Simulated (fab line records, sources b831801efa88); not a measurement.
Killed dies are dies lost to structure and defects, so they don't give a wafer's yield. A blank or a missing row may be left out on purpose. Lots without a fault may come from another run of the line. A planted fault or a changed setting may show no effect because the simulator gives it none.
fab line records | flow sfq_line
record lots=15 wafers=45 last_day=80
route steps=325 shown L0V@18 A5B@209 M7@282
lots that met no fault: from a run of the same line without faults
start_h: hours from the record's first day to the start of the lot's first wafer shown | wait_h: hours since the lot's step before | " the same as in the row above | L1.1+2: a row that stands for several wafers | - no value, or no start given | * or withheld: withheld | < > ~ a bound
route shown NAME@n: a module of which the file shows steps, and the number in the route of the first | usual: mean/standard deviation of fault-free wafers | same: alike in all rows | chamber/n: place in a boat | sites: the reading at each site | _std_site: their standard deviation | _edge_site: outer sites' mean less inner sites' | radius_mm: how far each site lies from the wafer's centre | mask NAME#n: copy n | behind: the tool/chamber that last shaped the wafer | hold: why the lot was held/for how many hours/how that ended | device: the transistor (n, p or np) that didn't switch | end of line: the same wafers' tests at the end of the route | a step without rows: its recipe alone | killed: dies lost to structure and defects at the first sort, not the wafer's yield | map: a wafer's dies, x killed, . not, _ none there
set.NAME: the setting as run; set.NAME@STEP: as run at that earlier step | model.NAME: the simulator's own value behind a step, which no gauge read
steps of the route over a sample of lots; a table a step, a row a wafer
services: from which hour (start_h, from the record's first day; less than 0 if before it) a tool's chamber was out of use, for how many hours, and why
## steps
# step SFQ_TRILAYER_L0_VIA_LITHO_COAT_013
# recipe resist=KrF spin_rpm=3000 resist_thk_nm=650
# usual resist_line_temp_C=22.99/0.12 spin_speed_rpm=3000.1/1.9
# columns lot.wafer tool chamber start_h wait_h resist_line_temp_C spin_speed_rpm
L918.1 litho_track-01 0 62.53 0.2 22.92 3004.1
L918.3 " 0 " " 22.93 3003.3
L918.4 " 0 " " 22.91 3002.9
L920.2 litho_track-01 0 73.48 0.2 22.96 2996.8
L920.3 " 0 " " 23.03 3002.0
L920.4 " 0 " " 23.10 3002.5
L921.1 litho_track-01 0 78.62 0.2 23.10 3001.1
L921.2 " 0 " " 22.86 3002.0
L921.5 " 0 " " 23.04 2999.8
L922.4 litho_track-01 0 85.58 0.2 23.10 3002.6
L922.5 " 0 " " 23.04 3000.5
L922.6 " 0 " " 22.82 3001.2
L923.3 litho_track-04 0 92.73 0.2 23.05 2999.9
L923.4 " 0 " " 23.02 3000.2
L923.6 " 0 " " 22.89 2997.8
L924.1 litho_track-01 0 99.13 0.2 23.03 2999.4
L924.2 " 0 " " 22.95 2997.2
L924.4 " 0 " " 22.91 3000.3
L926.3 litho_track-02 0 112.50 0.2 23.14 3001.8
L926.4 " 0 " " 23.23 2996.0
L926.5 " 0 " " 23.14 2999.6
L929.1 litho_track-02 0 130.40 0.2 23.27 3002.5
L929.2 " 0 " " 22.93 3001.7
L929.4 " 0 " " 22.98 3000.3
L930.1 litho_track-01 0 134.00 0.2 22.78 2999.0
L930.3 " 0 " " 22.83 2999.0
L930.4 " 0 " " 22.87 2999.8
L931.1 litho_track-01 0 138.88 0.2 23.13 2897.7
L931.4 " 0 " " 22.97 2897.3
L931.5 " 0 " " 22.99 2899.8
L934.1 litho_track-01 0 155.78 0.2 23.10 2900.3
L934.2 " 0 " " 23.13 2899.0
L934.5 " 0 " " 23.09 2897.4
L935.3 litho_track-04 0 163.81 0.2 22.95 3001.9
L935.5 " 0 " " 22.99 3001.5
L935.6 " 0 " " 22.90 3002.1
L936.1 litho_track-01 0 167.15 0.2 23.09 2895.8
L936.4 " 0 " " 23.09 2899.3
L936.6 " 0 " " 23.15 2896.4
L938.2 litho_track-04 0 177.51 0.2 22.95 3000.1
L938.4 " 0 " " 22.77 2999.1
L938.5 " 0 " " 22.89 3002.3
L941.1 litho_track-02 0 192.35 0.2 22.84 2999.9
L941.3 " 0 " " 22.82 3003.1
L941.5 " 0 " " 22.81 3001.3
# step SFQ_TRILAYER_A5B_DEP_PECVD_129
# recipe material=SiO2 temp_c=150 time_s=133.33 pressure_torr=2.4 rf_w=183.3 precursor=SiH4/N2O target_thk_nm=600
# usual heater_power_w=74/14 throttle_valve_pct=24.2/0.67
# columns lot.wafer tool chamber start_h wait_h heater_power_w throttle_valve_pct
L918.1 pecvd-02 1 1071.33 0.0 59 23.4
L918.3 " 0 " " 90 23.7
L918.4 " 0 " " 90 23.9
L920.2 pecvd-02 1 1086.58 0.0 62 23.4
L920.3 " 2 " " 59 24.3
L920.4 " 1 " " 62 23.5
L921.1 pecvd-02 2 1101.65 0.0 70 24.4
L921.2 " 0 " " 85 24.2
L921.5 " 2 " " 71 24.4
L922.4 pecvd-02 0 1130.87 0.0 87 23.7
L922.5 " 1 " " 60 23.7
L922.6 " 2 " " 68 24.3
L923.3 pecvd-01 2 1135.25 0.0 84 25.2
L923.4 " 2 " " 68 25.1
L923.6 " 0 " " 72 24.5
L924.1 pecvd-01 1 1152.55 0.0 68 23.9
L924.2 " 2 " " 77 25.4
L924.4 " 0 " " 87 24.5
L926.3 pecvd-01 1 1169.35 0.0 58 23.7
L926.4 " 1 " " 62 23.7
L926.5 " 2 " " 82 25.5
L929.1 pecvd-01 0 1344.28 0.0 73 24.8
L929.2 " 2 " " 77 25.6
L929.4 " 2 " " 77 25.4
L930.1 pecvd-01 1 1347.88 0.0 60 23.9
L930.3 " 2 " " 85 25.6
L930.4 " 2 " " 67 25.6
L931.1 pecvd-02 1 1353.88 0.0 62 23.8
L931.4 " 0 " " 92 24.2
L931.5 " 2 " " 62 24.8
L934.1 pecvd-02 0 1387.75 0.0 90 24.4
L934.2 " 1 " " 63 24.0
L934.5 " 1 " " 50 24.0
L935.3 pecvd-02 1 1400.95 0.0 60 24.1
L935.5 " 2 " " 69 24.8
L935.6 " 1 " " 62 24.0
L936.1 pecvd-02 2 1411.42 0.0 62 24.8
L936.4 " 1 " " 65 24.0
L936.6 " 2 " " 65 24.9
L938.2 pecvd-02 2 1444.71 0.0 66 25.1
L938.4 " 1 " " 63 24.0
L938.5 " 0 " " 86 24.5
L941.1 pecvd-04 2 1456.75 0.0 77 23.8
L941.3 " 0 " " 79 24.3
L941.5 " 2 " " 77 23.9
# step SFQ_TRILAYER_M7_DEP_SPUTTER_175
# recipe material=Nb base_pressure_pa=1.33e-06 chamber_pressure_pa=0.1333 substrate_temp_c=20 target_thk_nm=200 power_w=2000 time_s=133.3
# usual substrate_temp_c=20.00/0.1 throttle_valve_pct=30.6/0.82
# columns lot.wafer tool chamber start_h wait_h substrate_temp_c throttle_valve_pct
L918.1 pvd_sputter-04 - 1558.57 0.0 20.15 31.5
L918.3 " - " " 19.94 31.2
L918.4 " - " " 19.91 31.0
L920.2 pvd_sputter-04 - 1565.77 0.0 19.72 31.5
L920.3 " - " " 20.11 31.5
L920.4 " - " " 19.88 30.2
L921.1 pvd_sputter-03 - 1567.32 0.0 20.14 30.4
L921.2 " - " " 20.04 28.8
L921.5 " - " " 20.09 31.2
L922.4 pvd_sputter-04 - 1576.32 0.0 20.05 30.0
L922.5 " - " " 20.10 31.1
L922.6 " - " " 20.07 31.7
L923.3 pvd_sputter-05 - 1579.52 0.0 20.13 32.0
L923.4 " - " " 19.95 30.7
L923.6 " - " " 20.15 31.6
L924.1 pvd_sputter-04 - 1580.52 0.0 20.19 31.0
L924.2 " - " " 20.01 31.5
L924.4 " - " " 20.06 30.1
L926.3 pvd_sputter-04 - 1584.12 0.0 20.07 31.4
L926.4 " - " " 19.91 31.2
L926.5 " - " " 20.07 31.7
L929.1 pvd_sputter-03 - 1636.57 0.0 19.97 31.0
L929.2 " - " " 20.04 28.7
L929.4 " - " " 19.87 30.1
L930.1 pvd_sputter-03 - 1644.52 0.0 20.07 28.7
L930.3 " - " " 19.99 29.8
L930.4 " - " " 19.98 31.0
L931.1 pvd_sputter-05 - 1649.42 0.0 20.02 30.3
L931.4 " - " " 19.89 31.8
L931.5 " - " " 19.90 31.7
L934.1 pvd_sputter-03 - 1659.02 0.0 19.95 30.0
L934.2 " - " " 19.89 28.7
L934.5 " - " " 20.21 30.7
L935.3 pvd_sputter-04 - 1660.22 0.0 19.96 31.6
L935.5 " - " " 20.04 29.8
L935.6 " - " " 20.06 30.8
L936.1 pvd_sputter-03 - 1663.82 0.0 19.97 31.1
L936.4 " - " " 20.04 30.7
L936.6 " - " " 20.08 30.6
L938.2 pvd_sputter-03 - 1680.62 0.0 20.35 30.7
L938.4 " - " " 20.08 29.1
L938.5 " - " " 20.06 28.9
L941.1 pvd_sputter-03 - 1690.24 0.0 20.19 31.2
L941.3 " - " " 20.01 30.1
L941.5 " - " " 20.08 29.8
# step SFQ_TRILAYER_M7_STRIP_STRIP_181
# recipe gas=O2 power_w=200 platen_temp_c=40 overash_fraction=0.65 chemistry=O2 pressure_mtorr=50
# usual drypump_motor_current_A=5.4/0.42 oes_product_au=1.010/0.01
# same overash_fraction=0.65
# columns lot.wafer tool chamber start_h wait_h drypump_motor_current_A oes_product_au rf_hours_counter_h
L918.1 rie_metal-02 1 1563.80 0.1 5.9 1.006 49
L918.3 " 0 " " 5.8 1.025 -
L918.4 " 1 " " 6.0 1.004 -
L920.2 rie_metal-02 0 1570.15 0.1 5.7 1.018 95
L920.3 " 1 " " 5.9 0.994 -
L920.4 " 0 " " 5.7 1.019 -
L921.1 rie_metal-04 0 1572.55 0.1 5.1 1.010 24
L921.2 " 1 " " 4.9 0.979 42
L921.5 " 1 " " 4.8 0.975 -
L922.4 rie_metal-04 1 1581.15 0.2 4.9 0.982 -
L922.5 " 0 " " 5.0 1.015 -
L922.6 " 1 " " 4.9 0.982 -
L923.3 rie_metal-02 1 1584.75 0.2 5.9 1.001 -
L923.4 " 0 " " 5.8 1.023 -
L923.6 " 1 " " 5.9 1.005 -
L924.1 rie_metal-04 1 1585.75 0.1 4.8 0.981 45
L924.2 " 0 " " 5.1 1.014 27
L924.4 " 1 " " 4.9 0.986 -
L926.3 rie_metal-02 0 1589.55 0.2 5.7 1.010 -
L926.4 " 1 " " 6.0 1.010 -
L926.5 " 0 " " 5.7 1.017 -
L929.1 rie_metal-02 0 1644.95 0.1 5.8 1.020 106
L929.2 " 1 " " 6.0 1.012 62
L929.4 " 1 " " 5.9 1.032 -
L930.1 rie_metal-04 1 1652.25 0.1 4.9 0.992 57
L930.3 " 0 " " 5.1 1.013 -
L930.4 " 1 " " 4.9 0.989 -
L931.1 rie_metal-02 1 1655.85 0.1 5.9 1.013 64
L931.4 " 0 " " 5.7 1.017 -
L931.5 " 0 " " 5.7 1.016 -
L934.1 rie_metal-02 0 1664.25 0.1 5.8 1.022 109
L934.2 " 1 " " 5.9 1.022 65
L934.5 " 1 " " 6.0 1.022 -
L935.3 rie_metal-02 0 1666.85 0.2 5.7 1.007 -
L935.5 " 0 " " 5.8 1.016 -
L935.6 " 1 " " 6.0 1.018 -
L936.1 rie_metal-04 0 1670.25 0.1 5.0 1.003 42
L936.4 " 1 " " 4.8 1.006 -
L936.6 " 0 " " 5.0 1.004 -
L938.2 rie_metal-04 0 1684.65 0.1 5.1 1.015 44
L938.4 " 0 " " 5.1 1.007 -
L938.5 " 1 " " 4.9 1.008 -
L941.1 rie_metal-01 0 1694.25 0.1 5.1 1.002 86
L941.3 " 0 " " 5.1 1.003 -
L941.5 " 0 " " 5.1 0.999 -
## services
# columns tool chamber start_h hours kind
rie_metal-02 - 204.99 0.6 repair
pecvd-02 2 233.72 7.8 repair
pecvd-02 1 233.79 20.0 repair
rie_metal-02 1 396.81 7.1 repair
pecvd-02 - 399.43 2.8 repair
pecvd-02 - 563.75 14.0 pm
rie_metal-02 - 576.12 40.3 repair
pecvd-02 - 584.92 1.8 repair
rie_metal-02 0 609.02 1.0 repair
pecvd-02 - 640.45 6.0 pm
pecvd-02 0 787.32 4.2 repair
pecvd-02 - 826.60 2.8 pm
pecvd-02 2 894.15 20.1 repair
pecvd-02 - 987.29 0.8 repair
rie_metal-02 0 1059.60 20.6 repair
rie_metal-02 1 1103.49 5.7 repair
rie_metal-02 - 1124.02 2.8 pm
pecvd-02 2 1176.08 9.4 repair
rie_metal-02 1 1245.18 11.8 repair
pecvd-02 - 1245.25 5.5 pm
rie_metal-02 - 1280.43 2.0 repair
rie_metal-02 1 1312.15 21.1 repair
pecvd-02 - 1456.65 2.1 repair
pecvd-02 - 1599.15 1.5 repair
## key
first_sign step=SFQ_TRILAYER_L0_VIA_LITHO_COAT_013 reading=spin_speed_rpm direction=down sigmas=53 usual=3000.1 struck=2898.1
effect none on later readings
met_at SFQ_TRILAYER_L0_VIA_LITHO_COAT_013
struck_lots L931,L934,L936
not_acting_at SFQ_TRILAYER_A5B_DEP_PECVD_129,SFQ_TRILAYER_M7_DEP_SPUTTER_175,SFQ_TRILAYER_M7_STRIP_STRIP_181
onset_between 134.00 138.88
fault kind=process_parameter_drift tool=litho_track-01 chamber=- onset_h=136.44 steps=SFQ_TRILAYER_L0_VIA_LITHO_COAT_013 channel=spin_rpm offset=-101.03 shape=step end_h=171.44 acts_in=these_recipes_only stated=3000
